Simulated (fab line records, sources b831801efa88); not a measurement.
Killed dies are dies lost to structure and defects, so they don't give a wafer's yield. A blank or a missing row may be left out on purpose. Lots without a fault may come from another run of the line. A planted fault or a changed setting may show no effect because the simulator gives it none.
Split-lot experiment | flow sfq_line | 5 lots, 27 wafers read, on a route of 325 steps

THE SPLIT
At SFQ_TRILAYER_I2_VIA_BARC_OPEN_VIA_ETCH_096 (etches BARC in O2, target depth 125 nm, time 41.7 s), the setting time_s was moved away from the recipe's 41.7 s on 9 of the 27 wafers read, by -58.5% to +38.8%. The other wafers ran this setting at the recipe's value.

The reading is taken at the split's own step.

THE READING
oes_product_au, in a.u., at SFQ_TRILAYER_I2_VIA_BARC_OPEN_VIA_ETCH_096 (etches BARC in O2, target depth 125 nm, time 41.7 s). Fault-free wafers of this fab line usually give 0.686 a.u., standard deviation 0.004 a.u..

wafer  | tool, chamber at the split | time_s as run, s | against the recipe | oes_product_au, a.u. | against lot-mates on the recipe
L077.1 | rie_diel-03, 2             | 41.7             | recipe             | 0.689                | -
L077.2 | rie_diel-03, 1             | 17.31            | -58.5%             | 1.002                | +0.312
L077.3 | rie_diel-03, 3             | 17.31            | -58.5%             | 1.006                | +0.316
L077.4 | rie_diel-03, 3             | 17.31            | -58.5%             | 1.004                | +0.314
L077.5 | rie_diel-03, 1             | 41.7             | recipe             | 0.686                | -
L077.6 | rie_diel-03, 2             | 41.7             | recipe             | 0.695                | -
L079.1 | rie_diel-03, 1             | 41.7             | recipe             | 0.691                | -
L079.2 | rie_diel-03, 2             | 41.7             | recipe             | 0.687                | -
L079.3 | rie_diel-03, 0             | 41.7             | recipe             | 0.687                | -
L079.4 | rie_diel-03, 3             | 41.7             | recipe             | 0.684                | -
L079.5 | rie_diel-03, 0             | 41.7             | recipe             | 0.681                | -
L079.6 | rie_diel-03, 1             | 41.7             | recipe             | 0.683                | -
L080.1 | rie_diel-04, 1             | 41.7             | recipe             | 0.690                | -
L080.2 | rie_diel-04, 0             | 33.7             | -19.2%             | 0.756                | +0.072
L080.3 | rie_diel-04, 2             | 33.7             | -19.2%             | 0.760                | +0.076
L080.4 | rie_diel-04, 3             | 41.7             | recipe             | 0.678                | -
L080.5 | rie_diel-04, 1             | 41.7             | recipe             | 0.684                | -
L080.6 | rie_diel-04, 2             | 33.7             | -19.2%             | 0.755                | +0.071
L081.1 | rie_diel-04, 1             | 41.7             | recipe             | 0.690                | -
L081.2 | rie_diel-04, 3             | 57.86            | +38.8%             | 0.650                | -0.035
L081.3 | rie_diel-04, 0             | 41.7             | recipe             | 0.681                | -
L081.4 | rie_diel-04, 2             | 57.86            | +38.8%             | 0.647                | -0.038
L081.5 | rie_diel-04, 1             | 57.86            | +38.8%             | 0.646                | -0.039
L081.6 | rie_diel-04, 0             | 41.7             | recipe             | 0.684                | -
L084.1 | rie_diel-04, 2             | 41.7             | recipe             | 0.685                | -
L084.2 | rie_diel-04, 0             | 41.7             | recipe             | 0.687                | -
L084.6 | rie_diel-04, 1             | 41.7             | recipe             | 0.685                | -

THE FIT
A straight line over all 27 wafers: oes_product_au changes by -0.00389 a.u. for each +1% of time_s; r = -0.91; the points scatter about the line by 0.045 a.u..
The same after taking each lot's own level away (the mean of its wafers on the recipe; 27 wafers): -0.00385 a.u. for each +1%; r = -0.91; scatter 0.044 a.u..
On that fit, the largest move of time_s shifts the reading by 0.22 a.u..
The lots' own levels span 0.6840 to 0.6900 a.u., that is 1.5 times the standard deviation above.
So the lot-to-lot level changes the slope little: the two slopes agree.
Check: with one of the wafers moved furthest among these (-58.5%) left out of the fit, the line predicts +0.228 a.u. for it against its lot-mates. It came out at +0.312 a.u. against them.
Tool readings at the split's step, against how far the setting was moved: oes_product_au r = -0.91.

OTHER SPLITS ON THESE WAFERS
These wafers also went through other splits before the reading. Each is held against what the fit with the lots' levels taken away leaves over:
other split on the same wafers                  | wafers away from the commonest value | r with oes_product_au (lot level and that fit taken away)
SFQ_TRILAYER_L0_CAP_PECVD_011 time_s            | 12                                   | +0.18
SFQ_TRILAYER_I0_DEP_PECVD_027 time_s            | 6                                    | -0.21
SFQ_TRILAYER_M1_DEP_SPUTTER_037 time_s          | 9                                    | +0.21
SFQ_TRILAYER_M2_BARC_OPEN_METAL_ETCH_077 time_s | 9                                    | +0.09

THE WHOLE CHAIN: every reading that the file lists as answering this split, in the file's order
step                                       | what it does                                        | reading                                                                                       | change (the file's fit)                   | r (the file's)
SFQ_TRILAYER_I2_VIA_BARC_OPEN_VIA_ETCH_096 | etches BARC in O2, target depth 125 nm, time 41.7 s | oes_product_au                                                                                | -0.00401 a.u. for each +1% of the setting | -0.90
SFQ_TRILAYER_I2_VIA_BARC_OPEN_VIA_ETCH_096 | etches BARC in O2, target depth 125 nm, time 41.7 s | KrF_of_TRILAYER_I2_VIA_LITHO_COAT_067.thk_nm (the simulator's own value, which no gauge read) | -0.502 nm for each +1% of the setting     | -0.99

THE FILE'S OWN FIT
oes_product_au changes by -0.00401 a.u. for each +1% of time_s, r = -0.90.
